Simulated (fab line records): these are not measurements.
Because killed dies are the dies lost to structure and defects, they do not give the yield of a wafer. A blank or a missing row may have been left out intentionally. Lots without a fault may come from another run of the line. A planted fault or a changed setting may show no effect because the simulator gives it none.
fab line records	flow gf180mcu
record lots=10	wafers=29	last-day=34
route steps=602 shown V3@431 MIM@503 M5@535 TOP_METAL@569
lots untouched by any fault: they come from a run of this same line in which no faults occurred
start-h: hours from the record's opening day to when the first of the lot's shown wafers began	wait-h: how many hours have passed since the lot's step before this one	" the same as in the row above	L1.1+2: a single row standing in for several wafers	- either no value or no given start	* or withheld: withheld	< > ~ a bound
route shown NAME@n: a module of which the file shows steps, and the number in the route of the first	usual: the fault-free wafers' mean and standard deviation	same: alike in all rows	chamber/n: place in a boat	sites: per-site readings	_std_site: standard deviation across them	_edge_site: the outer-site mean with the inner-site mean subtracted	radius-mm: for every site, how far away it sits from the centre of the wafer	mask NAME#n: copy n	behind: the tool/chamber that last shaped the wafer	hold: why the lot went on hold/how many hours it stayed there/how the hold came to an end	device: the transistor (n, p or np) that didn't switch	end of line: at the end of the route, the tests of the same wafers	a step with no rows: only its recipe	killed: the dies lost at the first sort to structure and to defects; this is not the yield of the wafer	map: the dies of a wafer, with x for killed, . for not killed, _ for no die there
set.NAME: the setting as run; set.NAME@STEP: as run at that earlier step	model.NAME: the simulator's own value behind a step, which no gauge read
a sample of lots followed through the steps of the route, with each step as a table and each wafer as a row
services: a tool's chamber out of use, with start hour (start-h, from the record's first day; less than 0 if before it), hours out, and reason
## steps
# step GF_V3_CVD_02
# recipe material=SiO2	target-thk-nm=850	precursor=TEOS	temp-c=400	time-s=94.851	rf-w=600
# usual heater-power-w=587/91	rf-fwd-power-W=596.0/2.1
lot.wafer	tool	chamber	start-h	wait-h	heater-power-w	rf-fwd-power-W
L925.1	pecvd-01	1	489.89	0.1	585	593.9
L925.2	"	0	"	"	629	600.8
L925.5	"	0	"	"	675	597.3
L926.1	pecvd-02	0	493.13	0.1	649	599.2
L926.4	"	0	"	"	693	597.3
L926.6	"	1	"	"	564	597.8
L927.3	pecvd-01	0	499.47	0.0	720	592.7
L927.4	"	0	"	"	590	594.5
L927.5	"	2	"	"	465	596.3
L928.3	pecvd-02	1	516.00	0.0	450	598.2
L928.5	"	1	"	"	511	597.2
L928.6	"	2	"	"	667	591.5
L929.1	pecvd-04	0	526.93	0.1	466	594.2
L929.5	"	0	"	"	505	593.6
L929.6	"	1	"	"	552	598.1
L938.2	pecvd-01	0	599.47	0.0	699	594.2
L938.4	"	0	"	"	739	597.8
L943.1	pecvd-01	1	647.05	0.1	646	595.8
L943.3	"	0	"	"	709	593.7
L943.6	"	2	"	"	448	597.5
L944.1	pecvd-01	1	656.46	0.1	615	596.2
L944.2	"	2	"	"	476	594.4
L944.3	"	0	"	"	681	593.3
L945.1	pecvd-01	2	658.94	0.1	382	597.3
L945.2	"	0	"	"	598	592.5
L945.3	"	1	"	"	627	592.6
L948.1	pecvd-04	1	671.09	0.1	630	593.5
L948.3	"	0	"	"	605	598.1
L948.4	"	1	"	"	655	594.4
# step GF_MIM_SPUTTER_00
# recipe material=Ti	target-thk-nm=37.5	arriving-ion-energy-ev=80	substrate-temp-c=200	chamber-pressure-pa=2	power-w=4000	time-s=150
# usual throttle-valve-pct=29.6/1.2
lot.wafer	tool	chamber	start-h	wait-h	throttle-valve-pct
L925.1	pvd-sputter-02	-	562.47	0.2	30.2
L925.2	"	-	"	"	29.8
L925.5	"	-	"	"	29.4
L926.1	pvd-sputter-03	-	565.98	0.2	30.1
L926.4	"	-	"	"	29.7
L926.6	"	-	"	"	31.2
L927.3	pvd-sputter-01	-	570.62	0.2	30.8
L927.4	"	-	"	"	28.5
L927.5	"	-	"	"	27.7
L928.3	pvd-sputter-03	-	587.71	0.2	31.1
L928.5	"	-	"	"	31.3
L928.6	"	-	"	"	28.1
L929.1	pvd-sputter-03	-	595.95	0.1	27.9
L929.5	"	-	"	"	28.2
L929.6	"	-	"	"	31.4
L938.2	pvd-sputter-03	-	664.04	0.1	31.6
L938.4	"	-	"	"	28.4
L943.1	pvd-sputter-03	-	709.41	0.2	29.8
L943.3	"	-	"	"	31.5
L943.6	"	-	"	"	29.5
L944.1	pvd-sputter-01	-	717.45	0.2	28.7
L944.2	"	-	"	"	28.8
L944.3	"	-	"	"	27.2
L945.1	pvd-sputter-01	-	719.60	0.1	28.4
L945.2	"	-	"	"	28.7
L945.3	"	-	"	"	27.6
L948.1	pvd-sputter-03	-	730.30	0.2	31.5
L948.3	"	-	"	"	29.6
L948.4	"	-	"	"	30.1
# step GF_M5_ETCH_09
# recipe chemistry=CF4/O2	target=Si3N4	target-depth-nm=52	source-w=800	bias-w=150	pressure-mtorr=150	cf4-flow-sccm=80	O2_flow_sccm=10	time-s=11.6
# usual O2_flow_sccm=10.00/0.03	chamber-pressure-mTorr=149.99/0.15	drypump-motor-current-A=6.0/0.42	oes-product-au=0.998/0.0087	rf-fwd-power-W=786/4.3	throttle-valve-pct=5.971/0.0093
lot.wafer	tool	chamber	start-h	wait-h	O2_flow_sccm	chamber-pressure-mTorr	drypump-motor-current-A	oes-product-au	rf-fwd-power-W	rf-hours-counter-h	throttle-valve-pct
L925.1	rie-diel-03	1	604.91	0.0	9.99	149.80	6.0	1.017	788	24	5.966
L925.2	"	3	"	"	10.01	149.84	5.4	1.004	789	6	5.986
L925.5	"	1	"	"	10.01	149.79	6.0	1.014	785	-	5.981
L926.1	rie-diel-02	0	608.59	0.0	9.95	150.21	6.1	1.004	780	28	5.971
L926.4	"	3	"	"	9.97	149.86	6.4	0.998	783	54	5.986
L926.6	"	3	"	"	9.95	149.92	6.4	0.987	785	-	5.961
L927.3	rie-diel-04	1	613.33	0.0	10.03	149.81	6.5	0.985	785	11	5.976
L927.4	"	2	"	"	10.03	150.21	6.5	0.997	784	18	5.973
L927.5	"	2	"	"	10.07	149.77	6.4	0.989	781	-	5.991
L928.3	rie-diel-02	2	629.81	0.0	9.99	150.21	5.2	0.982	786	11	5.984
L928.5	"	0	"	"	10.03	149.98	6.1	0.999	780	-	5.985
L928.6	"	3	"	"	9.99	150.03	6.4	0.997	779	-	5.966
L929.1	rie-diel-03	1	637.83	0.0	10.04	149.87	6.0	1.016	788	25	5.962
L929.5	"	3	"	"	10.00	149.85	5.4	0.994	792	-	5.994
L929.6	"	0	"	"	10.01	149.76	6.1	1.000	788	-	5.978
L938.2	rie-diel-04	1	701.34	0.0	10.00	150.14	6.4	0.993	790	14	5.969
L938.4	"	2	"	"	10.01	149.89	6.5	1.000	781	21	5.968
L943.1	rie-diel-03	1	745.43	0.0	10.03	149.76	5.9	1.020	787	30	5.972
L943.3	"	2	"	"	9.97	150.26	6.0	0.984	779	10	5.963
L943.6	"	1	"	"	9.99	150.01	5.9	1.016	788	-	5.978
L944.1	rie-diel-02	0	751.74	0.0	9.95	150.00	6.1	0.997	783	33	5.980
L944.2	"	3	"	"	9.98	150.42	6.4	1.009	781	0	5.985
L944.3	"	1	"	"	10.01	149.94	5.5	0.984	789	19	5.975
L945.1	rie-diel-03	0	753.78	0.0	9.97	149.95	6.1	1.005	790	6	5.969
L945.2	"	2	"	"	10.01	149.94	6.0	0.993	778	10	5.975
L945.3	"	1	"	"	10.00	150.07	6.0	1.011	786	30	5.982
L948.1	rie-diel-03	1	764.93	0.0	9.99	149.93	5.9	1.020	790	31	5.959
L948.3	"	2	"	"	10.03	149.88	6.0	0.990	778	11	5.957
L948.4	"	0	"	"	10.01	149.69	6.1	1.000	792	6	5.961
# step GF_TOP_METAL_SPUTTER_02
# recipe material=AlCu	target-thk-nm=900	power-w=10600	chamber-pressure-pa=0.3	substrate-temp-c=250	gas=Ar	time-s=47.82
# usual throttle-valve-pct=29.6/1.1
lot.wafer	tool	chamber	start-h	wait-h	throttle-valve-pct
L925.1	pvd-sputter-03	-	627.94	0.0	28.0
L925.2	"	-	"	"	31.3
L925.5	"	-	"	"	31.6
L926.1	pvd-sputter-01	-	631.89	0.0	28.9
L926.4	"	-	"	"	30.6
L926.6	"	-	"	"	28.8
L927.3	pvd-sputter-04	-	636.53	0.0	29.8
L927.4	"	-	"	"	30.8
L927.5	"	-	"	"	29.9
L928.3	pvd-sputter-03	-	652.57	0.0	29.6
L928.5	"	-	"	"	29.8
L928.6	"	-	"	"	29.7
L929.1	pvd-sputter-01	-	660.03	0.0	30.4
L929.5	"	-	"	"	30.6
L929.6	"	-	"	"	27.7
L938.2	pvd-sputter-01	-	721.78	0.0	28.7
L938.4	"	-	"	"	27.4
L943.1	pvd-sputter-03	-	764.60	0.0	31.5
L943.3	"	-	"	"	28.4
L943.6	"	-	"	"	28.0
L944.1	pvd-sputter-04	-	770.72	0.0	30.8
L944.2	"	-	"	"	30.1
L944.3	"	-	"	"	29.5
L945.1	pvd-sputter-04	-	773.12	0.0	29.5
L945.2	"	-	"	"	30.7
L945.3	"	-	"	"	30.7
L948.1	pvd-sputter-04	-	783.46	0.0	30.2
L948.3	"	-	"	"	30.6
L948.4	"	-	"	"	29.4
# step GF_TOP_METAL_RS_MEAS_05
# recipe thk-meas-gauge=four-point-probe	reads=TiN_of_TOP_METAL_SPUTTER_04+Ti_of_TOP_METAL_SPUTTER_03+AlCu_of_TOP_METAL_SPUTTER_02+TiN_of_TOP_METAL_SPUTTER_01+Ti_of_TOP_METAL_SPUTTER_00
# usual TOP_METAL_ALCU_RS=0.0326/0.00036
lot.wafer	tool	chamber	start-h	wait-h	TOP_METAL_ALCU_RS[ohm/sq]
L925.1	film-metro-03	-	628.03	0.0	0.0327
L925.2	"	-	"	"	0.0329
L925.5	"	-	"	"	0.0329
L926.1	film-metro-02	-	631.98	0.0	0.0321
L926.4	"	-	"	"	0.0327
L926.6	"	-	"	"	0.0322
L927.3	film-metro-01	-	636.66	0.1	0.0322
L927.4	"	-	"	"	0.0321
L927.5	"	-	"	"	0.0321
L928.3	film-metro-03	-	652.70	0.1	0.0330
L928.5	"	-	"	"	0.0326
L928.6	"	-	"	"	0.0328
L929.1	film-metro-02	-	660.12	0.0	0.0330
L929.5	"	-	"	"	0.0330
L929.6	"	-	"	"	0.0324
L938.2	film-metro-03	-	721.89	0.0	0.0793
L938.4	"	-	"	"	0.0322
L943.1	film-metro-02	-	764.69	0.0	0.0324
L943.3	"	-	"	"	0.0326
L943.6	"	-	"	"	0.0325
L944.1	film-metro-03	-	770.81	0.0	0.0324
L944.2	"	-	"	"	0.0326
L944.3	"	-	"	"	0.0324
L945.1	film-metro-02	-	773.21	0.0	0.0328
L945.2	"	-	"	"	0.0327
L945.3	"	-	"	"	0.0329
L948.1	film-metro-02	-	783.55	0.0	0.0324
L948.3	"	-	"	"	0.0324
L948.4	"	-	"	"	0.0323
# step GF_TOP_METAL_THK_MEAS_06
# recipe thk-meas-gauge=xrf	reads=AlCu_of_TOP_METAL_SPUTTER_02
# usual TOP_METAL_ALCU_THK=907/12
lot.wafer	tool	chamber	start-h	wait-h	TOP_METAL_ALCU_THK[nm]
L925.1	film-metro-03	-	628.15	0.1	904
L925.2	"	-	"	"	892
L925.5	"	-	"	"	896
L926.1	film-metro-02	-	632.10	0.1	923
L926.4	"	-	"	"	900
L926.6	"	-	"	"	918
L927.3	film-metro-01	-	636.76	0.1	925
L927.4	"	-	"	"	927
L927.5	"	-	"	"	927
L928.3	film-metro-03	-	652.80	0.1	895
L928.5	"	-	"	"	898
L928.6	"	-	"	"	893
L929.1	film-metro-02	-	660.24	0.1	902
L929.5	"	-	"	"	899
L929.6	"	-	"	"	918
L938.2	film-metro-03	-	722.00	0.1	376
L938.4	"	-	"	"	911
L943.1	film-metro-02	-	764.81	0.1	914
L943.3	"	-	"	"	912
L943.6	"	-	"	"	915
L944.1	film-metro-03	-	770.93	0.1	906
L944.2	"	-	"	"	900
L944.3	"	-	"	"	904
L945.1	film-metro-02	-	773.33	0.1	907
L945.2	"	-	"	"	911
L945.3	"	-	"	"	901
L948.1	film-metro-02	-	783.67	0.1	916
L948.3	"	-	"	"	919
L948.4	"	-	"	"	925
# step GF_TOP_METAL_METAL_ETCH_16
# recipe chemistry=Cl2/BCl3	mask-material=NOVOLAK	target-depth-nm=1077.5	stop-on=SiO2	pressure-mtorr=8	icp-w=800	bias-w=140	Cl2_flow_sccm=80	bcl3-flow-sccm=40	time-s=179.6
# usual chamber-pressure-mTorr=8.000/0.0072	drypump-motor-current-A=5.6/0.35	oes-product-au=0.967/0.0069	rf-fwd-power-W=797.1/2.6	throttle-valve-pct=28.255/0.011
lot.wafer	tool	chamber	start-h	wait-h	chamber-pressure-mTorr	drypump-motor-current-A	oes-product-au	rf-fwd-power-W	rf-hours-counter-h	throttle-valve-pct
L925.1	rie-metal-04	0	648.84	0.0	7.995	5.4	0.963	804.1	1	28.266
L925.2	"	1	"	"	8.005	5.6	0.961	799.0	7	28.247
L925.5	"	1	"	"	8.004	5.6	0.968	798.8	-	28.263
L926.1	rie-metal-01	0	651.96	0.0	8.016	4.8	0.978	797.2	10	28.235
L926.4	"	1	"	"	7.994	6.0	0.968	796.5	-	28.271
L926.6	"	0	"	"	7.983	4.9	0.978	795.5	-	28.229
L927.3	rie-metal-02	1	655.87	0.1	7.995	5.5	0.973	796.6	-	28.244
L927.4	"	0	"	"	8.004	6.0	0.975	797.8	-	28.258
L927.5	"	1	"	"	8.005	5.5	0.972	795.2	-	28.264
L928.3	rie-metal-04	1	671.64	0.1	7.988	5.5	0.959	798.2	-	28.259
L928.5	"	0	"	"	8.002	5.4	0.967	794.6	-	28.271
L928.6	"	1	"	"	8.008	5.5	0.968	796.9	-	28.243
L929.1	rie-metal-04	0	678.74	0.0	7.980	5.4	0.962	794.8	2	28.261
L929.5	"	1	"	"	8.004	5.6	0.970	796.8	-	28.250
L929.6	"	0	"	"	8.008	5.4	0.969	795.1	-	28.262
L938.2	rie-metal-04	1	739.06	0.0	7.989	5.5	0.668	800.2	10	28.581
L938.4	"	1	"	"	8.000	5.5	0.977	799.3	-	28.249
L943.1	rie-metal-02	1	780.46	0.0	7.998	5.5	0.967	796.6	9	28.254
L943.3	"	1	"	"	8.009	5.5	0.964	797.6	-	28.236
L943.6	"	0	"	"	8.009	6.0	0.964	799.5	-	28.276
L944.1	rie-metal-01	0	786.64	0.0	8.008	4.9	0.968	797.8	2	28.240
L944.2	"	1	"	"	7.993	6.0	0.968	795.6	8	28.242
L944.3	"	0	"	"	8.002	4.8	0.964	798.0	-	28.261
L945.1	rie-metal-02	1	789.16	0.0	7.992	5.5	0.963	797.5	10	28.257
L945.2	"	0	"	"	7.996	6.0	0.975	797.2	9	28.251
L945.3	"	1	"	"	8.005	5.5	0.956	796.7	-	28.260
L948.1	rie-metal-02	1	799.01	0.0	7.993	5.6	0.971	793.4	10	28.239
L948.3	"	1	"	"	8.000	5.5	0.974	794.3	-	28.243
L948.4	"	0	"	"	7.996	6.0	0.980	799.9	-	28.255
## services
tool	chamber	start-h	hours	kind
rie-diel-02	3	468.43	7.2	repair
rie-metal-02	-	500.41	28.1	pm
rie-diel-03	2	507.89	10.9	repair
pvd-sputter-01	-	528.28	6.5	repair
pvd-sputter-04	-	544.21	2.5	repair
pvd-sputter-03	-	546.44	6.0	repair
pecvd-01	-	560.29	1.5	repair
rie-metal-04	-	599.17	2.8	pm
pvd-sputter-01	-	638.24	4.0	repair
rie-diel-03	0	648.54	4.7	repair
pvd-sputter-01	-	654.93	2.8	repair
rie-metal-04	-	692.72	14.6	pm
pvd-sputter-04	-	704.40	7.2	repair
pvd-sputter-01	-	712.39	2.3	repair
rie-metal-02	-	736.71	2.8	pm
pecvd-01	-	739.97	6.0	pm
pvd-sputter-01	-	740.19	5.5	repair
rie-diel-03	3	744.41	6.3	repair
rie-metal-04	-	747.21	1.4	pm
pecvd-01	-	749.29	26.4	repair
pvd-sputter-01	-	754.30	1.3	repair
rie-diel-03	-	769.58	0.6	repair
rie-metal-02	-	781.31	0.5	repair
pvd-sputter-01	-	784.53	0.6	repair
## key
first-sign step=GF_TOP_METAL_RS_MEAS_05	reading=TOP_METAL_ALCU_RS	direction=up	sigmas=99+	usual=0.0326	struck=0.0793
effect step=GF_TOP_METAL_THK_MEAS_06	reading=TOP_METAL_ALCU_THK	direction=down	sigmas=44	usual=907	struck=376
effect step=GF_TOP_METAL_METAL_ETCH_16	reading=oes-product-au	direction=down	sigmas=43	usual=0.967	struck=0.668
met-at GF_TOP_METAL_SPUTTER_02
struck-lots L938
struck-wafers L938.2
not-acting-at GF_V3_CVD_02,GF_MIM_SPUTTER_00,GF_M5_ETCH_09
onset-between 660.03 721.78
fault kind=process-parameter-drift	tool=pvd-sputter-01	chamber=-	onset-h=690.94	steps=GF_TOP_METAL_SPUTTER_02	channel=target-thk-nm	offset=-535.32	shape=step	end-h=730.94	scope=struck-wafers-only	acts-in=these-recipes-only	stated=900
